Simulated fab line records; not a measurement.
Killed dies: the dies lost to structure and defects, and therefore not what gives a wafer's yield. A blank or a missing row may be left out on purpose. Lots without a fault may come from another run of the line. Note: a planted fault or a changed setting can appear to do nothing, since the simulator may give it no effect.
Comparing a struck lot with a sound one || flow gf180mcu || 43 out of 602 route steps
Sound: these wafers, L919.1, L919.2, L919.5. Struck: wafer L926.2. (L926.1, L926.3 of the same lot were not struck and are left out.) The cause comes at the end.
Order at every step that has rows: each side's tool, ch and its chambers, its first start. Under that, the readings that differ: sound wafers || struck wafers || difference of the means || sigmas: that difference in standard deviations of wafers without a fault.
alike: readings with means less than 2 such deviations apart, plus words and numbers identical on both sides. not compared: withheld readings, readings lacking a value on some wafer, bounds such as >300 that could conceal the same value, and numbers that have no deviation in the record and whose values overlap.
Wherever a step has rows on one side only, a row that says differs or no value, or a row with sigmas, the two part there. Numbers that have no deviation but don't overlap get no sigmas and don't part them. Lack of a reading on every wafer of one side parts them only where that side has two or more wafers.

first, 1 step without rows for these wafers: GF_POLY_GATE_CVD_00 (deposits poly-Si, target thk 200 nm, time 1200 s).
GF_POLY_GATE_THK_MEAS_01:
  struck on film-metro-01, day 12 04:38; sound on film-metro-03, day 10 05:29
  alike: POLY_GATE_CVD_00_THK
then, 8 steps without rows for these wafers: GF_POLY_GATE_DEHYDRATE_02 (time 60 s); GF_POLY_GATE_HMDS_03 (prime time 60 s); GF_POLY_GATE_COAT_04; GF_POLY_GATE_COAT_05 (resist thk 700 nm); GF_POLY_GATE_SOFTBAKE_06 (time 60 s); GF_POLY_GATE_EXPOSE_07 (exposes mask Poly2, target cd 280 nm); GF_POLY_GATE_PEB_08 (peb time 90 s); GF_POLY_GATE_DEVELOP_09 (develop time 60 s).
GF_POLY_GATE_CD_MEAS_10: the cd target is 280 nm.
  struck on cd-sem-01, day 13 00:28; sound on cd-sem-02, day 10 23:27
{"reading": "cd-nm (nm)", "sound": "282.4 280.7 282.0", "struck": 278.0, "difference": -3.7, "sigmas": -3}
GF_POLY_GATE_OVL_MEAS_11:
  struck on overlay-01, day 13 00:35; sound on overlay-01, day 10 23:34
  alike: POLY_GATE_OVL
GF_POLY_GATE_ETCH_12: etches BARC in N2/H2.
  sound on rie-diel-02 ch 0,1,3, day 10 23:36; struck on rie-diel-03 ch 1, day 13 00:38
  alike: bias-w, drypump-motor-current-A, h2-flow-sccm, oes-product-au, throttle-valve-pct
GF_POLY_GATE_ETCH_13: etches poly-Si in HBr/Cl2, stops on SiO2, target depth 198.5 nm, time 69.6 s.
  sound on rie-si-02 ch 0,2, day 10 23:39; struck on rie-si-01 ch 2, day 13 00:41
  alike: bias-w, drypump-motor-current-A, he-backside-leak-sccm, oes-product-au, throttle-valve-pct
  not compared: rf-hours-counter-h
GF_POLY_GATE_STRIP_14: strips in O2/N2.
  sound on plasma-asher-01 ch 0,1, day 10 23:43; struck on plasma-asher-04 ch 1, day 13 00:44
  alike: drypump-motor-current-A, heater-power-w, oes-product-au
  not compared: rf-hours-counter-h
then, 2 steps without rows for these wafers: GF_POLY_GATE_CLEAN_15 (cleans in SC1/SC2, time 150 s); GF_POLY_GATE_OXIDATION_16 (stabilise 600 s, purge 300 s, target thk 4 nm).
GF_POLY_GATE_THK_MEAS_17:
  struck on film-metro-03, day 13 02:10; sound on film-metro-01, day 11 02:08
  alike: POLY_GATE_OXIDATION_THK
GF_POLY_GATE_CD_MEAS_18:
  struck on cd-sem-01, day 13 02:13; sound on cd-sem-02, day 11 02:11
  alike: cd-nm
then, 7 steps without rows for these wafers: GF_HV_LDD_DEHYDRATE_00 (time 60 s); GF_HV_LDD_HMDS_01 (prime time 60 s); GF_HV_LDD_COAT_02 (resist thk 1000 nm); GF_HV_LDD_SOFTBAKE_03 (time 60 s); GF_HV_LDD_EXPOSE_04 (exposes mask Nplus LV AREA, target cd 400 nm); GF_HV_LDD_PEB_05; GF_HV_LDD_DEVELOP_06 (develop time 60 s).
GF_HV_LDD_CD_MEAS_07: the cd target is 400 nm.
  struck on cd-sem-02, day 13 21:37; sound on cd-sem-02, day 11 21:16
  alike: cd-nm
GF_HV_LDD_OVL_MEAS_08:
  struck on overlay-02, day 13 21:44; sound on overlay-02, day 11 21:23
  alike: HV_LDD_OVL
following that, these wafers have no rows for 1 step: GF_HV_LDD_IMPLANT_09.
GF_HV_LDD_STRIP_10: strips in O2/N2.
  sound on plasma-asher-03 ch 0,1, day 11 21:35; struck on plasma-asher-03 ch 1, day 13 21:56
  alike: drypump-motor-current-A, heater-power-w, oes-product-au, strip-time-to-endpoint-s
  not compared: rf-hours-counter-h
GF_HV_LDD_TW_MEAS_11:
  struck on film-metro-03, day 13 22:02; sound on film-metro-03, day 11 21:41
  alike: HV_LDD_TW
then, 7 steps without rows for these wafers: GF_HV_LDD_DEHYDRATE_12 (time 60 s); GF_HV_LDD_HMDS_13 (prime time 60 s); GF_HV_LDD_COAT_14 (resist thk 1000 nm); GF_HV_LDD_SOFTBAKE_15 (time 60 s); GF_HV_LDD_EXPOSE_16 (exposes mask Pplus LV AREA, target cd 400 nm); GF_HV_LDD_PEB_17; GF_HV_LDD_DEVELOP_18 (develop time 60 s).
GF_HV_LDD_CD_MEAS_19: the cd target is 400 nm.
  struck on cd-sem-02, day 14 18:31; sound on cd-sem-01, day 12 16:38
  alike: cd-nm
GF_HV_LDD_OVL_MEAS_20:
  struck on overlay-01, day 14 18:38; sound on overlay-01, day 12 16:46
  alike: HV_LDD_01_OVL
following that, these wafers have no rows for 1 step: GF_HV_LDD_IMPLANT_21.
GF_HV_LDD_STRIP_22: strips in O2/N2.
  sound on plasma-asher-02 ch 0,1, day 12 16:57; struck on plasma-asher-04 ch 1, day 14 18:50
  alike: drypump-motor-current-A, heater-power-w, oes-product-au, strip-time-to-endpoint-s
  not compared: rf-hours-counter-h
-- a jump in the record: the struck wafers' starts before and after are 18 days apart (it breaks off in module HV_LDD and resumes in module PASSIVATION, where the first step shown is number 602 of the route) --
GF_PASSIVATION_PROBE_99:
  the record has rows for the struck wafers here (prober-02, day 32 13:44) and none for the sound ones

WHERE THEY PART
First at GF_POLY_GATE_CD_MEAS_10; last, within this record, at GF_PASSIVATION_PROBE_99.

WHY: the cause the simulator had injected
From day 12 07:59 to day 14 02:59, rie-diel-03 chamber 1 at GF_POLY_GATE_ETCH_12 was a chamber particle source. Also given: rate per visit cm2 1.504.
